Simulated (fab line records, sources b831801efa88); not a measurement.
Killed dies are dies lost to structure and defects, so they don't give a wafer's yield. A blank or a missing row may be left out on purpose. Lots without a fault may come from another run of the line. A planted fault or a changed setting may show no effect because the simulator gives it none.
fab line records | flow sky130
record lots=12 wafers=34 last_day=51
route steps=708 shown LOCAL_INTERCONNECT@398 CONTACT@422 METAL1@451 PAD_OPEN@701
lots that met no fault: from a run of the same line without faults
start_h: hours from the record's first day to the start of the lot's first wafer shown | wait_h: hours since the lot's step before | " the same as in the row above | L1.1+2: a row that stands for several wafers | - no value, or no start given | * or withheld: withheld | < > ~ a bound
route shown NAME@n: a module of which the file shows steps, and the number in the route of the first | usual: mean/standard deviation of fault-free wafers | same: alike in all rows | chamber/n: place in a boat | sites: the reading at each site | _std_site: their standard deviation | _edge_site: outer sites' mean less inner sites' | radius_mm: how far each site lies from the wafer's centre | mask NAME#n: copy n | behind: the tool/chamber that last shaped the wafer | hold: why the lot was held/for how many hours/how that ended | device: the transistor (n, p or np) that didn't switch | end of line: the same wafers' tests at the end of the route | a step without rows: its recipe alone | killed: dies lost to structure and defects at the first sort, not the wafer's yield | map: a wafer's dies, x killed, . not, _ none there
set.NAME: the setting as run; set.NAME@STEP: as run at that earlier step | model.NAME: the simulator's own value behind a step, which no gauge read
steps of the route over a sample of lots; a table a step, a row a wafer
services: from which hour (start_h, from the record's first day; less than 0 if before it) a tool's chamber was out of use, for how many hours, and why
## steps
# step SKY_LOCAL_INTERCONNECT_CD_MEAS_11
# recipe target_cd_nm=170
# usual cd_nm=169.5/1.6
# columns lot.wafer tool chamber start_h wait_h cd_nm
L445.2 cd_sem-01 - 730.72 - 169.0
L445.5 " - " " 169.8
L445.6 " - " " 168.9
L447.1 cd_sem-01 - 743.16 - 169.2
L447.5 " - " " 169.2
L447.6 " - " " 169.4
L448.3 cd_sem-02 - 750.18 - 171.2
L448.5 " - " " 169.6
L448.6 " - " " 170.9
L449.1 cd_sem-01 - 759.89 - 170.3
L449.4 " - " " 169.5
L449.5 " - " " 172.1
L450.1 cd_sem-01 - 764.36 - 168.6
L450.2 " - " " 169.8
L450.3 " - " " 170.9
L452.1 cd_sem-02 - 783.11 - 170.2
L452.2 " - " " 170.4
L452.3 " - " " 169.4
L453.1 cd_sem-02 - 784.24 - 168.3
L453.2 " - " " 166.4
L453.3 " - " " 166.2
L461.1 cd_sem-02 - 850.01 - 165.9
L461.2 " - " " 167.5
L464.1 cd_sem-02 - 872.26 - 171.0
L464.2 " - " " 170.7
L466.2 cd_sem-01 - 882.93 - 167.1
L466.3 " - " " 167.6
L466.6 " - " " 167.3
L467.4 cd_sem-02 - 888.45 - 167.6
L467.5 " - " " 168.0
L467.6 " - " " 168.6
L468.1 cd_sem-01 - 898.81 - 169.7
L468.3 " - " " 171.5
L468.5 " - " " 171.7
# step SKY_CONTACT_ETCH_16
# recipe chemistry=N2/H2 target=BARC ion_energy_ev=200 source_w=500 bias_w=100 pressure_mtorr=30 n2_flow_sccm=100 h2_flow_sccm=200 stop_on=SiO2 time_s=45.9 target_depth_a=600
# usual chamber_pressure_mTorr=30.000/0.027 drypump_motor_current_A=5.9/0.61 oes_product_au=0.855/0.0046 throttle_valve_pct=13.224/0.0089
# columns lot.wafer tool chamber start_h wait_h chamber_pressure_mTorr drypump_motor_current_A oes_product_au rf_hours_counter_h throttle_valve_pct
L445.2 rie_diel-02 2 761.00 0.0 30.005 5.9 0.854 16 13.231
L445.5 " 2 " " 29.977 5.9 0.862 - 13.213
L445.6 " 1 " " 30.013 5.4 0.864 - 13.222
L447.1 rie_diel-03 2 773.51 0.0 29.961 5.9 0.854 35 13.231
L447.5 " 2 " " 30.065 5.9 0.854 - 13.235
L447.6 " 1 " " 29.995 6.2 0.853 - 13.229
L448.3 rie_diel-03 2 780.67 0.0 30.015 5.9 0.861 35 13.220
L448.5 " 2 " " 29.980 5.9 0.857 - 13.213
L448.6 " 3 " " 29.962 4.9 0.856 - 13.233
L449.1 rie_diel-02 3 789.25 0.0 29.972 5.4 0.856 9 13.237
L449.4 " 0 " " 29.999 6.5 0.853 23 13.225
L449.5 " 1 " " 29.976 5.5 0.853 - 13.209
L450.1 rie_diel-03 0 793.26 0.0 30.034 6.8 0.853 9 13.229
L450.2 " 1 " " 30.018 6.3 0.857 20 13.220
L450.3 " 3 " " 29.981 4.9 0.855 11 13.220
L452.1 rie_diel-02 2 811.50 0.0 30.045 5.9 0.854 18 13.232
L452.2 " 3 " " 29.991 5.4 0.857 10 13.222
L452.3 " 0 " " 30.004 6.5 0.860 25 13.223
L453.1 rie_diel-02 2 812.65 0.0 29.987 5.9 0.860 18 13.212
L453.2 " 0 " " 29.989 6.4 0.859 25 13.221
L453.3 " 3 " " 30.001 5.4 0.852 10 13.231
L461.1 rie_diel-04 0 878.11 0.0 30.013 4.9 0.860 8 13.227
L461.2 " 3 " " 30.018 6.7 0.849 7 13.221
L464.1 rie_diel-03 1 900.81 0.0 29.976 6.3 0.857 23 13.231
L464.2 " 2 " " 30.033 5.9 0.852 2 13.217
L466.2 rie_diel-04 0 910.77 0.0 30.000 4.9 0.856 9 13.212
L466.3 " 3 " " 29.999 6.7 0.850 8 13.224
L466.6 " 0 " " 29.977 4.9 0.843 - 13.234
L467.4 rie_diel-03 3 916.37 0.0 30.037 4.9 0.856 15 13.218
L467.5 " 1 " " 30.008 6.3 0.861 - 13.227
L467.6 " 0 " " 29.971 6.8 0.856 - 13.237
L468.1 rie_diel-02 3 925.52 0.0 29.993 5.4 0.859 14 13.228
L468.3 " 2 " " 29.992 5.9 0.841 22 13.227
L468.5 " 3 " " 30.001 5.4 0.855 - 13.229
# step SKY_METAL1_DESCUM_17
# recipe chemistry=O2 source_power_w=150 bias_power_w=0 pressure_mtorr=10 temp_c=40 time_s=8
# usual chamber_pressure_mTorr=10.000/0.0091 drypump_motor_current_A=5.94/0.16 oes_product_au=1.001/0.0082
# columns lot.wafer tool chamber start_h wait_h chamber_pressure_mTorr drypump_motor_current_A oes_product_au rf_hours_counter_h
L445.2 rie_metal-01 1 790.67 0.0 10.003 6.07 1.005 13
L445.5 " 0 " " 9.998 5.79 0.990 -
L445.6 " 1 " " 10.003 6.05 1.009 -
L447.1 rie_metal-03 0 803.07 0.0 10.004 6.14 1.004 15
L447.5 " 1 " " 10.001 5.64 0.996 -
L447.6 " 0 " " 10.008 6.19 1.000 -
L448.3 rie_metal-02 0 809.77 0.0 9.993 5.90 1.000 -
L448.5 " 1 " " 10.008 6.11 1.006 -
L448.6 " 0 " " 10.009 5.89 0.988 -
L449.1 rie_metal-01 0 817.72 0.0 9.991 5.77 0.989 7
L449.4 " 0 " " 9.995 5.77 1.000 -
L449.5 " 1 " " 9.998 6.05 1.009 -
L450.1 rie_metal-01 0 821.77 0.0 9.976 5.77 0.990 7
L450.2 " 1 " " 10.002 6.05 1.006 14
L450.3 " 0 " " 9.993 5.78 0.996 -
L452.1 rie_metal-01 1 839.76 0.0 9.985 6.05 1.014 15
L452.2 " 0 " " 9.998 5.77 0.988 8
L452.3 " 1 " " 10.001 6.05 1.000 -
L453.1 rie_metal-02 0 840.62 0.0 10.007 5.90 1.005 3
L453.2 " 1 " " 9.998 6.08 1.001 11
L453.3 " 0 " " 10.002 5.88 1.015 -
L461.1 rie_metal-03 1 905.77 0.0 9.994 5.65 1.020 13
L461.2 " 0 " " 9.992 6.21 1.011 3
L464.1 rie_metal-02 1 928.97 0.0 9.997 6.08 1.003 15
L464.2 " 0 " " 9.995 5.84 0.993 7
L466.2 rie_metal-02 1 938.06 0.0 10.011 6.05 1.002 16
L466.3 " 1 " " 9.996 6.07 1.015 -
L466.6 " 0 " " 10.004 5.87 1.002 -
L467.4 rie_metal-03 0 943.39 0.0 9.999 6.23 1.008 -
L467.5 " 0 " " 9.992 6.23 0.995 -
L467.6 " 1 " " 9.999 5.64 1.017 -
L468.1 rie_metal-01 0 952.32 0.0 10.001 5.78 0.997 13
L468.3 " 1 " " 10.007 6.06 0.993 -
L468.5 " 0 " " 9.992 5.77 0.988 -
# step SKY_PAD_OPEN_ETCH_07
# recipe chemistry=CF4/O2 target_depth_nm=725 stop_on=AlCu source_w=800 bias_w=150 pressure_mtorr=150 cf4_flow_sccm=80 O2_flow_sccm=10 time_s=161.1
# usual chamber_pressure_mTorr=150.01/0.12 drypump_motor_current_A=5.9/0.64 oes_product_au=0.978/0.0063 throttle_valve_pct=5.965/0.0091
# columns lot.wafer tool chamber start_h wait_h chamber_pressure_mTorr drypump_motor_current_A oes_product_au rf_hours_counter_h throttle_valve_pct
L445.2 rie_diel-02 3 1103.12 - 150.17 5.3 0.984 20 5.971
L445.5 " 0 " " 149.88 6.5 0.982 - 5.963
L445.6 " 3 " " 150.12 5.3 0.986 - 5.967
L447.1 rie_diel-04 2 1112.41 - 149.98 6.5 0.972 26 5.948
L447.5 " 2 " " 150.01 6.5 0.976 - 5.968
L447.6 " 1 " " 149.97 6.0 0.985 - 5.958
L448.3 rie_diel-04 2 1117.22 - 149.97 6.5 0.978 26 5.951
L448.5 " 0 " " 150.02 4.9 0.980 - 5.958
L448.6 " 3 " " 150.11 6.7 0.979 - 5.963
L449.1 rie_diel-02 1 1126.21 - 149.97 5.4 0.974 16 5.972
L449.4 " 2 " " 150.02 5.9 0.986 28 5.952
L449.5 " 3 " " 149.98 5.4 0.979 - 5.964
L450.1 rie_diel-03 0 1126.56 - 149.99 6.7 0.976 23 5.964
L450.2 " 1 " " 149.94 6.2 0.966 2 5.957
L450.3 " 3 " " 150.01 4.9 0.978 24 5.975
L452.1 rie_diel-02 3 1139.21 - 149.93 5.4 0.971 21 5.971
L452.2 " 2 " " 149.98 5.9 0.978 29 5.973
L452.3 " 1 " " 150.01 5.4 0.979 17 5.969
L453.1 rie_diel-03 0 1139.56 - 150.23 6.7 0.972 23 5.962
L453.2 " 2 " " 149.85 5.9 0.971 8 5.973
L453.3 " 3 " " 150.00 5.0 0.974 24 5.961
L461.1 rie_diel-03 3 1188.41 - 150.13 4.9 0.978 26 5.960
L461.2 " 1 " " 149.90 6.2 0.804 5 5.916
L464.1 rie_diel-03 3 1202.52 - 150.19 5.0 0.974 27 5.961
L464.2 " 1 " " 150.00 6.2 0.804 6 5.921
L466.2 rie_diel-03 0 1210.31 - 150.16 6.8 0.802 26 5.910
L466.3 " 3 " " 149.99 4.9 0.975 28 5.977
L466.6 " 3 " " 150.06 5.0 0.981 - 5.966
L467.4 rie_diel-04 1 1210.66 - 149.98 6.0 0.975 21 5.973
L467.5 " 0 " " 150.11 4.9 0.978 - 5.962
L467.6 " 1 " " 149.87 6.0 0.981 - 5.944
L468.1 rie_diel-04 2 1218.21 - 149.96 6.5 0.976 30 5.960
L468.3 " 3 " " 150.09 6.7 0.977 18 5.966
L468.5 " 1 " " 149.84 6.0 0.982 - 5.964
# step SKY_PAD_OPEN_PROBE_99
# usual defect_limited_yield=82.3/1.8 killed_at_M0_to_M3=43/6.9 killed_at_M4_up=3.2/1.6 killed_at_contacts=25/5.1 killed_at_front_end=16/4.5 killed_at_other=0.3/0.68 killed_dies=87/8.9 killed_on_rim=16/3.6 killed_open=48/6.9 killed_short=39/6.3 sort_bin_3_pad_short=0.8/0.4 sort_bin_5_function=10.5/1.4 sort_bin_6_memory=6.4/1.1 sort_n_pass=405/8.9 sort_yield_pct=82.3/1.8
# same gross_dies=492 killed_at_back_side=0 sort_bin_4_leakage[%]=0 sort_bin_8_speed[%]=0
# columns lot.wafer tool chamber start_h wait_h defect_limited_yield[%] killed_at_M0_to_M3 killed_at_M4_up killed_at_contacts killed_at_front_end killed_at_other killed_dies killed_on_rim killed_open killed_short sort_bin_3_pad_short[%] sort_bin_5_function[%] sort_bin_6_memory[%] sort_n_pass sort_yield_pct[%]
L445.2 prober-01 - 1105.53 0.1 82.3 53 2 20 12 0 87 19 57 30 1.0 10.6 6.1 405 82.3
L445.5 prober-01 - 1105.68 0.2 86.0 36 3 17 13 0 69 11 36 33 0.8 7.7 5.5 423 86.0
L445.6 prober-01 - 1105.73 0.2 84.3 40 4 18 15 0 77 13 41 36 0.6 10.0 5.1 415 84.3
L447.1 prober-01 - 1114.75 0.1 80.9 45 4 24 21 0 94 15 52 42 1.2 10.4 7.5 398 80.9
L447.5 prober-01 - 1114.95 0.2 82.7 33 7 24 21 0 85 20 42 42 1.2 11.2 4.9 407 82.7
L447.6 prober-01 - 1115.00 0.2 83.5 42 3 21 15 0 81 15 53 28 1.2 9.6 5.7 411 83.5
L448.3 prober-02 - 1119.64 0.2 83.9 33 2 30 14 0 79 20 37 42 0.2 10.2 5.7 413 83.9
L448.5 prober-02 - 1119.74 0.2 85.4 38 2 17 15 0 72 14 47 25 0.4 8.9 5.3 420 85.4
L448.6 prober-02 - 1119.79 0.2 80.7 54 3 22 15 1 95 15 45 50 1.0 10.4 7.9 397 80.7
L450.1 prober-01 - 1128.88 0.1 82.5 40 2 22 19 3 86 13 45 41 0.6 11.4 5.5 406 82.5
L450.2 prober-01 - 1128.93 0.1 81.5 39 1 29 22 0 91 15 54 37 1.0 10.8 6.7 401 81.5
L450.3 prober-01 - 1128.98 0.2 80.5 49 1 23 22 1 96 20 53 43 1.0 11.6 6.9 396 80.5
L453.1 prober-02 - 1141.95 0.1 82.7 42 4 24 14 1 85 14 47 38 1.0 10.2 6.1 407 82.7
L453.2 prober-02 - 1142.00 0.1 81.9 45 6 21 16 1 89 12 34 55 0.6 10.8 6.7 403 81.9
L453.3 prober-02 - 1142.05 0.2 81.5 53 3 19 15 1 91 20 48 42 0 10.6 7.9 401 81.5
L461.1 prober-02 - 1190.78 0.1 83.3 46 2 18 16 0 82 14 39 43 1.6 9.6 5.5 410 83.3
L461.2 prober-02 - 1190.83 0.1 0 33 3 22 18 416 492 96 39 37 0.8 93.1 6.1 0 0
L464.1 prober-02 - 1204.88 0.1 82.7 55 5 16 9 0 85 16 51 34 0.8 11.2 5.3 407 82.7
L464.2 prober-02 - 1204.93 0.1 0 52 2 34 14 390 492 96 59 44 1.2 91.9 6.9 0 0
L466.2 prober-01 - 1212.70 0.1 0 46 1 23 14 408 492 96 43 43 0.6 93.5 5.9 0 0
L466.3 prober-01 - 1212.75 0.2 82.7 50 2 15 16 2 85 16 49 35 0.8 10.2 6.3 407 82.7
L466.6 prober-01 - 1212.90 0.2 82.9 36 3 28 15 2 84 16 47 37 0.8 10.2 6.1 408 82.9
L468.1 prober-01 - 1220.72 0.1 85.2 43 2 20 8 0 73 15 43 29 0.4 9.6 4.9 419 85.2
L468.3 prober-01 - 1220.82 0.2 82.1 51 3 22 12 0 88 18 46 42 0.6 11.0 6.3 404 82.1
L468.5 prober-01 - 1220.92 0.2 81.3 48 2 22 20 0 92 23 58 33 1.4 10.4 6.9 400 81.3
# killed by level:class
L445.2 CONTACT:geometric_particle:open=11 VIA1:geometric_particle:open=10 VIA3:geometric_particle:open=9 VIA2:geometric_particle:open=9 POLY_GATE:geometric_particle:open=6 METAL2:geometric_particle:short=6 LI_CONTACT:geometric_particle:open=6 VIA1:geometric_particle:short=5
L445.5 VIA1:geometric_particle:open=7 METAL2:geometric_particle:short=7 LI_CONTACT:geometric_particle:open=6 CONTACT:geometric_particle:open=6 VIA3:geometric_particle:open=5 FIELD_ISO:geometric_particle:short=4 METAL1:geometric_particle:short=4 CONTACT:geometric_particle:short=4
L445.6 VIA1:geometric_particle:open=9 VIA3:geometric_particle:open=9 CONTACT:geometric_particle:open=7 METAL2:geometric_particle:short=7 FIELD_ISO:geometric_particle:short=6 LI_CONTACT:geometric_particle:open=6 METAL1:geometric_particle:short=6 POLY_GATE:geometric_particle:short=4
L447.1 VIA1:geometric_particle:open=12 CONTACT:geometric_particle:open=10 LI_CONTACT:geometric_particle:open=8 FIELD_ISO:geometric_particle:short=7 METAL1:geometric_particle:short=7 VIA2:geometric_particle:open=6 CONTACT:geometric_particle:short=5 METAL2:geometric_particle:short=5
L447.5 CONTACT:geometric_particle:open=12 VIA2:geometric_particle:open=7 VIA1:geometric_particle:short=7 FIELD_ISO:geometric_particle:open=6 POLY_GATE:geometric_particle:short=6 METAL1:geometric_particle:short=5 CONTACT:geometric_particle:short=4 METAL4:geometric_particle:short=4
L447.6 VIA1:geometric_particle:open=18 CONTACT:geometric_particle:open=9 VIA3:geometric_particle:open=6 FIELD_ISO:geometric_particle:short=5 CONTACT:geometric_particle:short=5 VIA3:geometric_particle:short=5 VIA2:geometric_particle:open=5 POLY_GATE:geometric_particle:open=4
L448.3 CONTACT:geometric_particle:open=11 METAL1:geometric_particle:short=8 LOCAL_INTERCONNECT:geometric_particle:short=7 CONTACT:geometric_particle:short=6 LI_CONTACT:geometric_particle:open=6 VIA2:geometric_particle:open=5 VIA3:geometric_particle:open=5 POLY_GATE:geometric_particle:open=4
L448.5 VIA1:geometric_particle:open=11 VIA3:geometric_particle:open=8 CONTACT:geometric_particle:open=6 VIA2:geometric_particle:open=6 LI_CONTACT:geometric_particle:open=5 POLY_GATE:geometric_particle:open=4 FIELD_ISO:geometric_particle:short=3 FIELD_ISO:geometric_particle:open=3
L448.6 VIA1:geometric_particle:open=11 VIA2:geometric_particle:open=10 VIA1:geometric_particle:short=9 CONTACT:geometric_particle:open=7 FIELD_ISO:geometric_particle:short=6 METAL2:geometric_particle:short=6 CONTACT:geometric_particle:short=4 LOCAL_INTERCONNECT:geometric_particle:short=4
L450.1 VIA2:geometric_particle:open=8 VIA1:geometric_particle:open=8 CONTACT:geometric_particle:open=7 POLY_GATE:geometric_particle:open=6 LI_CONTACT:geometric_particle:open=6 METAL2:geometric_particle:short=6 POLY_GATE:geometric_particle:short=4 LOCAL_INTERCONNECT:geometric_particle:short=4
L450.2 CONTACT:geometric_particle:open=14 VIA1:geometric_particle:open=10 LI_CONTACT:geometric_particle:open=9 FIELD_ISO:geometric_particle:short=7 VIA3:geometric_particle:open=7 VIA3:geometric_particle:short=5 VIA2:geometric_particle:open=4 VIA2:geometric_particle:short=4
L450.3 VIA1:geometric_particle:open=15 LI_CONTACT:geometric_particle:open=9 CONTACT:geometric_particle:open=9 VIA1:geometric_particle:short=8 FIELD_ISO:geometric_particle:short=7 METAL2:geometric_particle:short=7 VIA2:geometric_particle:open=7 POLY_GATE:geometric_particle:open=5
L453.1 VIA1:geometric_particle:open=10 VIA1:geometric_particle:short=9 CONTACT:geometric_particle:open=8 LI_CONTACT:geometric_particle:open=6 VIA2:geometric_particle:open=6 CONTACT:geometric_particle:short=5 POLY_GATE:geometric_particle:open=4 METAL1:geometric_particle:short=4
L453.2 VIA1:geometric_particle:open=9 VIA1:geometric_particle:short=7 METAL2:geometric_particle:short=7 FIELD_ISO:geometric_particle:short=6 VIA3:geometric_particle:open=6 METAL1:geometric_particle:short=6 LI_CONTACT:geometric_particle:open=5 METAL4:geometric_particle:short=4
L453.3 VIA1:geometric_particle:open=15 VIA1:geometric_particle:short=9 CONTACT:geometric_particle:open=8 METAL1:geometric_particle:short=7 VIA3:geometric_particle:open=7 FIELD_ISO:geometric_particle:short=6 FIELD_ISO:geometric_particle:open=6 LI_CONTACT:geometric_particle:open=5
L461.1 METAL2:geometric_particle:short=8 VIA3:geometric_particle:open=8 VIA2:geometric_particle:open=7 VIA2:geometric_particle:short=7 CONTACT:geometric_particle:open=6 VIA1:geometric_particle:open=5 LI_CONTACT:geometric_particle:short=4 FIELD_ISO:geometric_particle:open=3
L461.2 PAD_OPEN:area_etch=416 VIA3:geometric_particle:open=9 FIELD_ISO:geometric_particle:open=6 LI_CONTACT:geometric_particle:open=5 LOCAL_INTERCONNECT:geometric_particle:short=5 VIA1:geometric_particle:open=5 VIA2:geometric_particle:open=5 FIELD_ISO:geometric_particle:short=4
L464.1 VIA2:geometric_particle:open=15 CONTACT:geometric_particle:open=10 METAL1:geometric_particle:short=8 VIA1:geometric_particle:short=8 VIA1:geometric_particle:open=8 METAL4:geometric_particle:short=5 POLY_GATE:geometric_particle:open=4 METAL2:geometric_particle:short=4
L464.2 PAD_OPEN:area_etch=389 VIA2:geometric_particle:open=13 CONTACT:geometric_particle:open=13 VIA1:geometric_particle:open=11 FIELD_ISO:geometric_particle:open=8 LOCAL_INTERCONNECT:geometric_particle:short=7 LI_CONTACT:geometric_particle:open=6 VIA3:geometric_particle:open=6
L466.2 PAD_OPEN:area_etch=406 VIA1:geometric_particle:open=8 CONTACT:geometric_particle:open=8 LI_CONTACT:geometric_particle:open=7 FIELD_ISO:geometric_particle:open=6 CONTACT:geometric_particle:short=6 VIA2:geometric_particle:open=6 VIA1:geometric_particle:short=5
L466.3 VIA1:geometric_particle:open=13 METAL2:geometric_particle:short=10 VIA3:geometric_particle:open=9 VIA2:geometric_particle:open=6 FIELD_ISO:geometric_particle:short=4 LI_CONTACT:geometric_particle:open=4 CONTACT:geometric_particle:open=4 VIA1:geometric_particle:short=4
L466.6 CONTACT:geometric_particle:open=9 VIA1:geometric_particle:open=9 VIA3:geometric_particle:open=7 FIELD_ISO:geometric_particle:open=6 CONTACT:geometric_particle:short=6 VIA1:geometric_particle:short=6 VIA2:geometric_particle:open=4 LI_CONTACT:geometric_particle:short=4
L468.1 VIA1:geometric_particle:open=10 VIA2:geometric_particle:open=7 METAL2:geometric_particle:short=6 CONTACT:geometric_particle:short=6 CONTACT:geometric_particle:open=6 VIA3:geometric_particle:open=5 VIA1:geometric_particle:short=4 METAL2:geometric_particle:open=4
L468.3 VIA1:geometric_particle:open=11 CONTACT:geometric_particle:open=9 VIA2:geometric_particle:open=9 METAL1:geometric_particle:short=7 VIA1:geometric_particle:short=7 CONTACT:geometric_particle:short=5 METAL2:geometric_particle:short=5 VIA3:geometric_particle:open=5
L468.5 VIA1:geometric_particle:open=15 LI_CONTACT:geometric_particle:open=9 VIA3:geometric_particle:open=8 FIELD_ISO:geometric_particle:open=6 METAL1:geometric_particle:short=6 POLY_GATE:geometric_particle:open=5 CONTACT:geometric_particle:open=5 VIA3:geometric_particle:short=5
## services
# columns tool chamber start_h hours kind
rie_diel-03 - 750.94 2.8 pm
rie_diel-02 3 755.08 4.5 repair
rie_diel-04 0 794.59 3.2 repair
rie_diel-02 1 810.69 11.2 repair
rie_diel-03 3 831.16 6.0 repair
rie_diel-03 1 831.94 8.2 repair
rie_diel-04 2 866.07 10.3 repair
rie_diel-03 1 868.48 3.6 repair
rie_diel-02 0 904.76 2.7 repair
rie_diel-04 1 917.45 14.3 repair
rie_diel-03 - 919.30 4.3 pm
rie_diel-04 3 921.34 4.2 repair
rie_diel-02 0 924.94 3.0 repair
rie_diel-03 2 943.15 97.3 repair
rie_diel-02 1 948.40 8.7 repair
rie_diel-02 1 959.82 18.5 repair
rie_diel-03 1 961.12 5.8 repair
rie_diel-03 1 978.35 6.6 repair
rie_diel-02 2 996.07 5.3 repair
rie_diel-03 3 1028.48 1.7 repair
rie_diel-02 - 1135.76 0.7 repair
rie_diel-02 2 1149.82 4.2 repair
rie_diel-03 0 1184.93 4.5 repair
rie_diel-03 2 1186.22 6.6 repair
## key
first_sign step=SKY_PAD_OPEN_ETCH_07 reading=oes_product_au direction=down sigmas=28 usual=0.978 struck=0.803
effect step=SKY_PAD_OPEN_ETCH_07 reading=throttle_valve_pct direction=down sigmas=5.4 usual=5.965 struck=5.916
effect step=SKY_PAD_OPEN_PROBE_99 reading=killed_at_other direction=up sigmas=99+ usual=0.3 struck=404.7
more_kills_born_at SKY_PAD_OPEN_ETCH_07@rie_diel-03=1211
met_at SKY_PAD_OPEN_ETCH_07
struck_lots L461,L464,L466
struck_wafers L461.2,L464.2,L466.2
later_rows_left_out L461.2,L464.2,L466.2
not_acting_at SKY_LOCAL_INTERCONNECT_CD_MEAS_11,SKY_CONTACT_ETCH_16,SKY_METAL1_DESCUM_17
onset_between 1139.56 1188.41
fault kind=process_parameter_drift tool=rie_diel-03 chamber=- onset_h=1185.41 steps=SKY_PAD_OPEN_ETCH_07 channel=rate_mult offset=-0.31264 shape=step end_h=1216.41 scope=struck_wafers_only
# later_rows_left_out: the simulator's readings of these wafers behind a module that went badly wrong aren't trusted and aren't shown, but for the sort
